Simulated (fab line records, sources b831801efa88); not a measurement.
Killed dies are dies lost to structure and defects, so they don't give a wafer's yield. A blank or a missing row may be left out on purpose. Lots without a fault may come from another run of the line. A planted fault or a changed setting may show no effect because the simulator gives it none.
fab line records | flow sky130
record lots=12 wafers=36 last_day=50
route steps=708 shown PWDE@54 NWELL@68 VT_ADJUST_LVTN@115 SONOS_ONO@185 PAD_OPEN@708
lots that met no fault: from a run of the same line without faults
start_h: hours from the record's first day to the start of the lot's first wafer shown | wait_h: hours since the lot's step before | " the same as in the row above | L1.1+2: a row that stands for several wafers | - no value, or no start given | * or withheld: withheld | < > ~ a bound
route shown NAME@n: a module of which the file shows steps, and the number in the route of the first | usual: mean/standard deviation of fault-free wafers | same: alike in all rows | chamber/n: place in a boat | sites: the reading at each site | _std_site: their standard deviation | _edge_site: outer sites' mean less inner sites' | radius_mm: how far each site lies from the wafer's centre | mask NAME#n: copy n | behind: the tool/chamber that last shaped the wafer | hold: why the lot was held/for how many hours/how that ended | device: the transistor (n, p or np) that didn't switch | end of line: the same wafers' tests at the end of the route | a step without rows: its recipe alone | killed: dies lost to structure and defects at the first sort, not the wafer's yield | map: a wafer's dies, x killed, . not, _ none there
set.NAME: the setting as run; set.NAME@STEP: as run at that earlier step | model.NAME: the simulator's own value behind a step, which no gauge read
steps of the route over a sample of lots; a table a step, a row a wafer
services: from which hour (start_h, from the record's first day; less than 0 if before it) a tool's chamber was out of use, for how many hours, and why
## steps
# step SKY_PWDE_STRIP_09
# recipe chemistry=O2/N2 power_w=1400 pressure_mtorr=1500 platen_temp_c=withheld o2_flow_sccm=3000 n2_flow_sccm=300 overash_fraction=0.5
# usual drypump_motor_current_A=5.8/0.37 oes_product_au=0.723/0.0047 strip_time_to_endpoint_s=37.56/0.062
# columns lot.wafer tool chamber start_h wait_h drypump_motor_current_A oes_product_au rf_hours_counter_h strip_time_to_endpoint_s
L176.1 plasma_asher-04 0 71.78 0.1 5.6 0.714 39 37.62
L176.3 " 0 " " 5.6 0.726 - 37.58
L176.4 " 1 " " 5.1 0.724 - 37.54
L178.3 plasma_asher-02 0 78.55 0.1 6.0 0.724 - 37.51
L178.4 " 1 " " 5.7 0.723 - 37.39
L178.6 " 1 " " 5.7 0.723 - 37.54
L177.3 plasma_asher-01 0 78.66 0.1 6.2 0.727 - 37.60
L177.4 " 1 " " 5.9 0.727 - 37.40
L177.6 " 0 " " 6.2 0.725 - 37.55
L183.1 plasma_asher-04 0 111.59 0.1 5.6 0.725 42 37.56
L183.4 " 1 " " 5.1 0.725 - 37.62
L183.5 " 1 " " 5.1 0.718 - 37.44
L184.1 plasma_asher-02 1 115.74 0.1 5.7 0.727 31 37.57
L184.2 " 0 " " 6.0 0.732 31 37.48
L184.3 " 1 " " 5.7 0.724 - 37.55
L185.1 plasma_asher-01 1 120.69 0.1 5.9 0.722 43 37.51
L185.4 " 0 " " 6.2 0.722 - 37.51
L185.6 " 0 " " 6.2 0.718 - 37.69
L192.3 plasma_asher-02 1 159.31 0.1 5.7 0.720 - 37.61
L192.4 " 0 " " 6.0 0.723 - 37.49
L192.6 " 0 " " 6.0 0.721 - 37.59
L194.1 plasma_asher-01 1 168.24 0.1 5.9 0.723 47 37.54
L194.4 " 0 " " 6.2 0.731 - 37.52
L194.6 " 0 " " 6.2 0.717 - 37.53
L195.1 plasma_asher-04 1 174.43 0.1 5.1 0.727 48 37.51
L195.4 " 1 " " 5.1 0.721 - 37.46
L195.6 " 1 " " 5.1 0.715 - 37.54
L196.1 plasma_asher-04 1 181.27 0.1 5.2 0.718 49 37.66
L196.4 " 1 " " 5.1 0.729 - 37.56
L196.6 " 1 " " 5.1 0.721 - 37.55
L197.1 plasma_asher-01 0 189.58 0.1 6.2 0.722 50 37.56
L197.3 " 1 " " 5.9 0.726 - 37.53
L197.6 " 1 " " 5.9 0.720 - 37.52
L199.2 plasma_asher-04 0 196.59 0.1 5.6 0.728 50 37.48
L199.3 " 1 " " 5.1 0.718 - 37.37
L199.5 " 0 " " 5.5 0.725 - 37.48
# step SKY_NWELL_TW_MEAS_15
# usual NWELL_TW=1813/9.9
# columns lot.wafer tool chamber start_h wait_h NWELL_TW
L176.1 film_metro-01 - 88.68 0.1 1812
L176.3 " - " " 1802
L176.4 " - " " 1809
L178.3 film_metro-02 - 96.15 0.1 1809
L178.4 " - " " 1807
L178.6 " - " " 1810
L177.3 film_metro-03 - 96.50 0.1 1806
L177.4 " - " " 1818
L177.6 " - " " 1802
L183.1 film_metro-01 - 131.09 0.1 1831
L183.4 " - " " 1824
L183.5 " - " " 1833
L184.1 film_metro-01 - 135.63 0.1 1815
L184.2 " - " " 1820
L184.3 " - " " 1826
L185.1 film_metro-01 - 140.92 0.1 1817
L185.4 " - " " 1822
L185.6 " - " " 1821
L192.3 film_metro-01 - 180.91 0.1 1823
L192.4 " - " " 1818
L192.6 " - " " 1833
L194.1 film_metro-02 - 189.24 0.1 1799
L194.4 " - " " 1813
L194.6 " - " " 1795
L195.1 film_metro-03 - 195.84 0.1 1805
L195.4 " - " " 1811
L195.6 " - " " 1804
L196.1 film_metro-02 - 203.38 0.1 1818
L196.4 " - " " 1816
L196.6 " - " " 1818
L197.1 film_metro-03 - 212.52 0.1 1799
L197.3 " - " " 1816
L197.6 " - " " 1807
L199.2 film_metro-03 - 219.33 0.1 1823
L199.3 " - " " 1815
L199.5 " - " " 1823
# step SKY_VT_ADJUST_LVTN_OVL_MEAS_18
# usual VT_ADJUST_LVTN_01_OVL=0.4/1.5
# columns lot.wafer tool chamber start_h wait_h VT_ADJUST_LVTN_01_OVL[nm]
L176.1 overlay-01 - 166.83 0.1 0.2
L176.3 " - " " -0.1
L176.4 " - " " -1.2
L178.3 overlay-02 - 174.72 0.1 0.4
L178.4 " - " " -1.0
L178.6 " - " " -0.7
L177.3 overlay-01 - 175.25 0.1 0.4
L177.4 " - " " 1.6
L177.6 " - " " 0.5
L183.1 overlay-01 - 216.29 0.1 0.5
L183.4 " - " " 3.7
L183.5 " - " " 1.4
L184.1 overlay-02 - 220.48 0.1 0.2
L184.2 " - " " -1.7
L184.3 " - " " -1.7
L185.1 overlay-01 - 226.79 0.1 2.8
L185.4 " - " " -1.1
L185.6 " - " " 1.0
L192.3 overlay-01 - 271.15 0.1 0.1
L192.4 " - " " 0.4
L192.6 " - " " 0.4
L194.1 overlay-01 - 280.80 0.1 -0.3
L194.4 " - " " -1.0
L194.6 " - " " -1.1
L195.1 overlay-01 - 290.74 0.1 -2.6
L195.4 " - " " -1.9
L195.6 " - " " -2.1
L196.1 overlay-01 - 299.39 0.1 -0.5
L196.4 " - " " -1.3
L196.6 " - " " 0.2
L197.1 overlay-01 - 306.93 0.1 -1.5
L197.3 " - " " 1.9
L197.6 " - " " 0.8
L199.2 overlay-02 - 317.69 0.1 2.3
L199.3 " - " " 1.3
L199.5 " - " " 1.2
# step SKY_SONOS_ONO_STRIP_17
# recipe chemistry=O2/N2 power_w=1400 pressure_mtorr=1500 platen_temp_c=withheld o2_flow_sccm=3000 n2_flow_sccm=300 overash_fraction=0.5
# usual drypump_motor_current_A=5.85/0.26 oes_product_au=0.709/0.0047 strip_time_to_endpoint_s=14.09/0.04
# columns lot.wafer tool chamber start_h wait_h drypump_motor_current_A oes_product_au rf_hours_counter_h strip_time_to_endpoint_s
L176.1 plasma_asher-01 0 289.65 0.0 6.24 0.701 60 14.05
L176.3 " 0 " " 6.23 0.705 - 14.06
L176.4 " 1 " " 5.92 0.705 - 14.03
L178.3 plasma_asher-01 1 299.78 0.0 5.89 0.697 - 14.04
L178.4 " 0 " " 6.23 0.705 - 14.04
L178.6 " 1 " " 5.93 0.712 - 14.03
L177.3 plasma_asher-02 0 299.99 0.0 6.03 0.720 - 14.09
L177.4 " 1 " " 5.74 0.708 - 14.04
L177.6 " 1 " " 5.72 0.713 - 14.07
L183.1 plasma_asher-02 1 346.20 0.0 5.75 0.877 56 -
L183.4 " 0 " " 5.99 0.859 - -
L183.5 " 1 " " 5.75 0.886 - -
L184.1 plasma_asher-03 0 352.36 0.0 5.48 0.708 19 14.14
L184.2 " 1 " " 5.54 0.707 19 14.14
L184.3 " 1 " " 5.57 0.709 - 14.14
L185.1 plasma_asher-03 0 361.05 0.0 5.50 0.706 20 14.05
L185.4 " 0 " " 5.52 0.710 - 14.05
L185.6 " 1 " " 5.58 0.700 - 14.07
L192.3 plasma_asher-02 0 411.39 0.0 6.01 0.706 - 14.04
L192.4 " 1 " " 5.72 0.710 - 14.03
L192.6 " 0 " " 6.03 0.709 - 14.05
L194.1 plasma_asher-03 0 423.96 0.0 5.51 0.711 26 14.05
L194.4 " 1 " " 5.57 0.705 - 14.06
L194.6 " 1 " " 5.56 0.709 - 14.02
L195.1 plasma_asher-01 1 437.03 0.0 5.89 0.713 1 14.16
L195.4 " 0 " " 6.25 0.711 - 14.11
L195.6 " 0 " " 6.27 0.713 - 14.10
L196.1 plasma_asher-02 0 448.31 0.0 6.02 0.710 65 14.10
L196.4 " 1 " " 5.75 0.710 - 14.08
L196.6 " 1 " " 5.74 0.716 - 14.09
L197.1 plasma_asher-01 1 454.90 0.0 5.92 0.703 2 14.10
L197.3 " 0 " " 6.24 0.709 - 14.16
L197.6 " 0 " " 6.24 0.705 - 14.14
L199.2 plasma_asher-02 1 472.12 0.0 5.73 0.716 68 14.18
L199.3 " 0 " " 6.01 0.713 - 14.13
L199.5 " 1 " " 5.74 0.705 - 14.12
# step SKY_PAD_OPEN_PROBE_99
# usual killed_at_M0_to_M3=43/6.6 killed_at_M4_up=2.9/1.8 killed_at_contacts=25/5.3 killed_at_front_end=15/4.1 killed_at_other=0.3/0.6 killed_dies=86/8.8 killed_on_rim=17/3.5 killed_open=47/6.7 killed_short=39/6.2
# same gross_dies=492 killed_at_back_side=0
# columns lot.wafer tool chamber start_h wait_h killed_at_M0_to_M3 killed_at_M4_up killed_at_contacts killed_at_front_end killed_at_other killed_dies killed_on_rim killed_open killed_short
L183.1 prober-02 - 1128.68 0.1 32 7 21 432 0 492 96 35 43
L183.4 prober-02 - 1128.83 0.2 67 4 17 404 0 492 96 57 43
L183.5 prober-02 - 1128.88 0.2 42 1 34 415 0 492 96 54 35
# killed by level:class
L183.1 GATE_OXIDE:area_oxidation=414 CONTACT:geometric_particle:open=7 POLY_GATE:geometric_particle:short=5 POLY_GATE:geometric_particle:open=5 CONTACT:geometric_particle:short=5 METAL2:geometric_particle:short=5 VIA2:geometric_particle:open=5 METAL3:geometric_particle:short=5
L183.4 GATE_OXIDE:area_oxidation=392 VIA3:geometric_particle:open=11 VIA1:geometric_particle:open=11 CONTACT:geometric_particle:open=9 METAL1:geometric_particle:short=8 VIA2:geometric_particle:open=7 METAL2:geometric_particle:short=5 VIA3:geometric_particle:short=5
L183.5 GATE_OXIDE:area_oxidation=403 CONTACT:geometric_particle:open=13 VIA1:geometric_particle:open=9 VIA3:geometric_particle:open=8 VIA1:geometric_particle:short=7 VIA2:geometric_particle:open=7 LI_CONTACT:geometric_particle:open=6 CONTACT:geometric_particle:short=6
## services
# columns tool chamber start_h hours kind
plasma_asher-04 - 76.49 4.0 repair
plasma_asher-03 - 108.75 9.0 pm
plasma_asher-02 - 118.42 2.8 pm
plasma_asher-01 - 182.93 1.9 repair
plasma_asher-04 - 185.72 7.8 repair
plasma_asher-03 - 209.46 1.9 repair
plasma_asher-04 - 230.33 0.5 repair
plasma_asher-04 - 263.95 2.2 repair
plasma_asher-04 - 265.72 11.3 repair
plasma_asher-03 - 291.60 52.8 repair
plasma_asher-04 - 296.36 1.9 repair
plasma_asher-04 - 303.28 8.2 repair
plasma_asher-01 - 342.54 4.0 pm
plasma_asher-02 - 364.16 6.9 repair
plasma_asher-01 - 391.11 0.7 repair
plasma_asher-02 - 414.82 3.0 repair
plasma_asher-01 - 421.25 9.0 pm
plasma_asher-01 0 421.25 9.0 vent_cycle
plasma_asher-01 1 421.25 9.0 vent_cycle
plasma_asher-01 0 430.25 - clean
plasma_asher-01 1 430.25 - clean
plasma_asher-03 - 450.99 2.9 repair
plasma_asher-01 - 462.37 11.4 repair
plasma_asher-03 - 468.00 18.4 pm
## key
first_sign step=SKY_SONOS_ONO_STRIP_17 reading=oes_product_au direction=up sigmas=35 usual=0.709 struck=0.874
effect step=SKY_PAD_OPEN_PROBE_99 reading=killed_at_front_end direction=up sigmas=99+ usual=15 struck=417
more_kills_born_at SKY_GATE_OXIDE_OXIDATION_01@furnace-02=1209
met_at SKY_SONOS_ONO_STRIP_17
struck_lots L183
later_rows_left_out L183.1,L183.4,L183.5
tester_left_out L183
not_acting_at SKY_PWDE_STRIP_09,SKY_NWELL_TW_MEAS_15,SKY_VT_ADJUST_LVTN_OVL_MEAS_18
onset_between 299.99 346.20
fault kind=strip_aborted tool=plasma_asher-02 chamber=- onset_h=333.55 steps=SKY_SONOS_ONO_STRIP_17 offset=0.85627 end_h=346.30
# tester_left_out: of these lots the tester's yield and bins aren't shown, on N5 and GAA mostly nor the transistor test; their killed dies are dies lost to structure and defects alone, not to doping, threshold or leakage, so they don't give the yield
# later_rows_left_out: the simulator's readings of these wafers behind a module that went badly wrong aren't trusted and aren't shown, but for the sort
